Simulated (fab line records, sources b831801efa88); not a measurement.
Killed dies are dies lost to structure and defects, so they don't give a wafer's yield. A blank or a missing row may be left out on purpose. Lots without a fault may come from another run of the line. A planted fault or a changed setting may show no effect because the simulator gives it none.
A struck lot beside a sound one | flow sky130 | 17 steps out of a route of 708
Sound: wafers L155.2, L155.3, L155.6. Struck: wafers L160.1, L160.2, L160.3. The cause comes at the end.
At each step with rows: each side's tool, then ch and its chambers, then its first start. Under that, the readings that differ: sound wafers | struck wafers | difference of the means | sigmas: that difference in standard deviations of wafers without a fault.
alike: readings whose means differ by less than 2 such deviations, and words and numbers that are the same on both sides. not compared: withheld readings, readings that some wafer has no value for, bounds like >300 that may hide the same value, and numbers for which the record gives no deviation and whose values overlap.
The two part at a step that has a row with sigmas, a row that says differs or no value, or rows on one side only. Numbers that don't overlap but have no deviation are shown without sigmas and don't part them. A reading that every wafer of one side lacks parts them only if that side has two wafers or more.

first, 3 steps without rows for these wafers: SKY_LDD_P_EXPOSE_04 (exposes mask PSDM, target cd 380 nm); SKY_LDD_P_PEB_05; SKY_LDD_P_DEVELOP_06 (develop time 60 s).
SKY_LDD_P_CD_MEAS_07: target cd 380 nm.
  sound on cd_sem-01, day 21 04:43; struck on cd_sem-02, day 22 02:30
  alike: cd_nm
SKY_LDD_P_OVL_MEAS_08:
  sound on overlay-01, day 21 04:50; struck on overlay-02, day 22 02:37
  alike: LDD_P_OVL
then, 1 step without rows for these wafers: SKY_LDD_P_IMPLANT_09.
SKY_LDD_P_STRIP_10: strips in O2/N2.
  sound on plasma_asher-02 ch 1, day 21 05:01; struck on plasma_asher-04 ch 0,1, day 22 02:58
  alike: drypump_motor_current_A, oes_product_au, strip_time_to_endpoint_s
  not compared: rf_hours_counter_h
SKY_LDD_P_TW_MEAS_11:
  sound on film_metro-01, day 21 05:07; struck on film_metro-03, day 22 03:04
  alike: LDD_P_TW
then, 4 steps without rows for these wafers: SKY_LDD_HVN_DEHYDRATE_00 (time 60 s); SKY_LDD_HVN_HMDS_01 (prime time 60 s); SKY_LDD_HVN_COAT_02 (resist thk 300 nm); SKY_LDD_HVN_SOFTBAKE_03 (time 60 s).
SKY_LDD_HVN_EXPOSE_04: exposes mask HVNTM, target cd 700 nm.
  sound on iline_stepper-02 ch 0, day 21 20:42; struck on iline_stepper-01 ch 0, day 22 18:02
  reading                         | sound                   | struck            | difference | sigmas
  model.LDD_HVN.overlay_x_nm (nm) | -0.3265 -0.3265 -0.3265 | 54.72 54.72 54.72 | +55.05     |
  alike: mask
then, 2 steps without rows for these wafers: SKY_LDD_HVN_PEB_05; SKY_LDD_HVN_DEVELOP_06 (develop time 60 s).
SKY_LDD_HVN_OVL_MEAS_07:
  sound on overlay-02, day 22 11:58; struck on overlay-02, day 23 08:39
  reading          | sound        | struck         | difference | sigmas
  LDD_HVN_OVL (nm) | 0.8 -0.1 1.5 | 56.1 55.1 56.6 | +55.2      | +37
then, 1 step without rows for these wafers: SKY_LDD_HVN_IMPLANT_08.

WHERE THEY PART
Only at SKY_LDD_HVN_OVL_MEAS_07, within this record.

WHY: what the simulator had put in
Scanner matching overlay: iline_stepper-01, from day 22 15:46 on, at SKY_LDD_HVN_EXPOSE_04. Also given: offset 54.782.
